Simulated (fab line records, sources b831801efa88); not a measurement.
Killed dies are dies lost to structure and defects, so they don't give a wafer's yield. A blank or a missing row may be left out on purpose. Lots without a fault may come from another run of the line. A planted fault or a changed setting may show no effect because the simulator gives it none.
Split-lot experiment | flow gf180mcu | 5 lots, 23 wafers read, on a route of 602 steps

THE SPLIT
At GF_SAB_CVD_00 (deposits SiO2 from TEOS, target thk 50 nm, time 4.9302 s), the setting time_s was moved away from the recipe's 4.9302 s on 8 of the 23 wafers read, by -11.3% to +12.6%. The other wafers ran this setting at the recipe's value.

The file shows no step between the split and the reading.

THE READING
SAB_CVD_00_THK, in nm, at GF_SAB_THK_MEAS_01. Fault-free wafers of this fab line usually give 49.8 nm, standard deviation 0.62 nm.

wafer  | tool, chamber at the split | time_s as run, s | against the recipe | SAB_CVD_00_THK, nm | against lot-mates on the recipe
L074.2 | pecvd-04, 2                | 4.9302           | recipe             | 49.5               | -
L074.4 | pecvd-04, 2                | 4.9302           | recipe             | 50.4               | -
L074.6 | pecvd-04, 0                | 4.9302           | recipe             | 50.5               | -
L076.1 | pecvd-04, 2                | 4.9302           | recipe             | 49.7               | -
L076.2 | pecvd-04, 1                | 4.9302           | recipe             | 49.6               | -
L076.3 | pecvd-04, 0                | 4.9302           | recipe             | 49.7               | -
L076.5 | pecvd-04, 1                | 4.9302           | recipe             | 50.1               | -
L076.6 | pecvd-04, 0                | 4.9302           | recipe             | 50.7               | -
L077.1 | pecvd-03, 0                | 4.9302           | recipe             | 49.4               | -
L077.3 | pecvd-03, 2                | 4.9302           | recipe             | 49.8               | -
L077.4 | pecvd-03, 2                | 4.372            | -11.3%             | 44.7               | -5.1
L077.5 | pecvd-03, 1                | 4.9302           | recipe             | 50.3               | -
L077.6 | pecvd-03, 0                | 4.372            | -11.3%             | 44.5               | -5.3
L081.2 | pecvd-02, 0                | 5.552            | +12.6%             | 55.8               | +5.8
L081.3 | pecvd-02, 2                | 5.552            | +12.6%             | 54.6               | +4.6
L081.4 | pecvd-02, 2                | 5.552            | +12.6%             | 55.6               | +5.6
L081.5 | pecvd-02, 0                | 4.9302           | recipe             | 50.1               | -
L081.6 | pecvd-02, 1                | 4.9302           | recipe             | 49.8               | -
L084.1 | pecvd-02, 0                | 4.9302           | recipe             | 49.3               | -
L084.2 | pecvd-02, 2                | 4.4              | -10.8%             | 43.3               | -6.4
L084.3 | pecvd-02, 1                | 4.4              | -10.8%             | 43.3               | -6.4
L084.4 | pecvd-02, 1                | 4.9302           | recipe             | 50.0               | -
L084.5 | pecvd-02, 2                | 4.4              | -10.8%             | 43.8               | -5.9

THE FIT
A straight line over all 23 wafers: SAB_CVD_00_THK changes by +0.49 nm for each +1% of time_s; r = +0.98; the points scatter about the line by 0.63 nm.
The same after taking each lot's own level away (the mean of its wafers on the recipe; 23 wafers): +0.48 nm for each +1%; r = +0.99; scatter 0.57 nm.
On that fit, the largest move of time_s shifts the reading by 6 nm.
The lots' own levels span 49.65 to 50.13 nm, that is 0.8 times the standard deviation above.
So the lot-to-lot level changes the slope little: the two slopes agree.
Check: with one of the wafers moved furthest among these (+12.6%) left out of the fit, the line predicts +5.84 nm for it against its lot-mates. It came out at +5.85 nm against them.

THE WHOLE CHAIN: every reading that the file lists as answering this split, in the file's order
step               | what it does                                             | reading                                                                    | change (the file's fit)               | r (the file's)
GF_SAB_CVD_00      | deposits SiO2 from TEOS, target thk 50 nm, time 4.9302 s | SiO2_of_SAB_CVD_00.thk_nm (the simulator's own value, which no gauge read) | +0.479 nm for each +1% of the setting | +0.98
GF_SAB_THK_MEAS_01 |                                                          | SAB_CVD_00_THK                                                             | +0.48 for each +1% of the setting     | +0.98

THE FILE'S OWN FIT
SAB_CVD_00_THK changes by +0.48 nm for each +1% of time_s, r = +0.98.
